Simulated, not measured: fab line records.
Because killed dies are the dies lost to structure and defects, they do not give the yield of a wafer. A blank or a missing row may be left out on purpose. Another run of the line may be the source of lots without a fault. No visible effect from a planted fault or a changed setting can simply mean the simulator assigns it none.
A struck lot beside a sound one + flow sky130 + 13 out of 708 route steps
Sound: the wafers L724.3, L724.4, L724.5. Struck: wafers L716.3, L716.4, L716.5. The cause is named last.
Per side, at each step with rows, come the tool, then ch with its chambers, and then its first start. Under that, the readings that differ: sound wafers + struck wafers + difference of the means + sigmas: that difference in standard deviations of wafers without a fault.
alike: readings whose means differ by less than 2 such deviations, and words and numbers that are the same on both sides. not compared: withheld readings, readings that some wafer has no value for, bounds like >300 that may hide the same value, and numbers for which the record gives no deviation and whose values overlap.
The two part at a step that has a row with sigmas, a row that says differs or no value, or rows on one side only. Numbers that don't overlap but have no deviation are shown without sigmas and don't part them. A reading that every wafer of one side lacks parts them only if that side has two wafers or more.

first, 5 steps without rows for these wafers: SKY_FIELD_ISO_WET_ETCH_18 (etches Si3N4 in H3PO4, target depth 25 nm, time 286 s); SKY_FIELD_ISO_CLEAN_19 (cleans in SC1/SC2, time 150 s); SKY_FIELD_ISO_CLEAN_20 (cleans in dHF, time 20 s); SKY_FIELD_ISO_WET_ETCH_21 (etches SiO2 in dHF, target depth 20 nm, time 400 s); SKY_FIELD_ISO_OXIDATION_22 (stabilise 600 s, purge 300 s, target thk 10 nm).
SKY_FIELD_ISO_THK_MEAS_23:
  sound: film_metro-02 at day 6 09:59; struck: film_metro-01 at day 4 15:59
  alike: FIELD_ISO_OXIDATION_01_THK
then, 1 step without rows for these wafers: SKY_FIELD_ISO_CVD_24 (deposits SiO2, target thk 595 nm, time 99.2 s).
SKY_FIELD_ISO_THK_MEAS_25:
  sound: film_metro-01 at day 6 10:07; struck: film_metro-04 at day 4 16:07
  alike: FIELD_ISO_CVD_24_THK
then, 1 step without rows for these wafers: SKY_FIELD_ISO_ANNEAL_26 (time 1800 s).
SKY_FIELD_ISO_CMP_27: polishes, stops on Si3N4, t overpolish 16 s, target thk 457.8 nm.
  sound on cmp-01 ch 1,2,3, day 6 11:42; struck on cmp-02 ch 0,1,2, day 4 19:08
  alike: head_pressure_psi, motor_current_A, overpolish_run_s, slurry_flow_ml_min, time_to_endpoint_s
then, 2 steps without rows for these wafers: SKY_FIELD_ISO_WET_ETCH_28 (etches SiO2 in dHF, target depth 23.7 nm, time 47 s); SKY_FIELD_ISO_WET_ETCH_29 (etches Si3N4 in H3PO4, target depth 160 nm, time 1825 s).
SKY_FIELD_ISO_WET_ETCH_30: etches SiO2 in dHF, target depth 25 nm, time 50 s.
  sound on wet_bench-02 ch 1, day 6 12:29; struck on wet_bench-02 ch 2, day 4 19:52
  no value came back on the struck wafers for bath_heat_duty_pct (%), run_length_s (s); on the sound wafers bath_heat_duty_pct (%) reads 6.6 6.5 6.0
| reading                                          | sound             | struck            | difference | sigmas |
|--------------------------------------------------|-------------------|-------------------|------------|--------|
| model.SiO2_of_FIELD_ISO_CVD_24.thk_nm (nm)       | 403.4 403.7 404.1 | 432.9 434.6 434.4 | +30.2      |        |
| model.SiO2_of_FIELD_ISO_OXIDATION_01.thk_nm (nm) | 0 0 0             | 11.65 11.65 11.66 | +11.65     |        |

== WHERE THEY PART ==
Only at SKY_FIELD_ISO_WET_ETCH_30, as far as this record shows.

WHY: what had been put in by the simulator
Skipped step whole: wet_bench-02, from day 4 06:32 on, at SKY_FIELD_ISO_WET_ETCH_30. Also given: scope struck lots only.
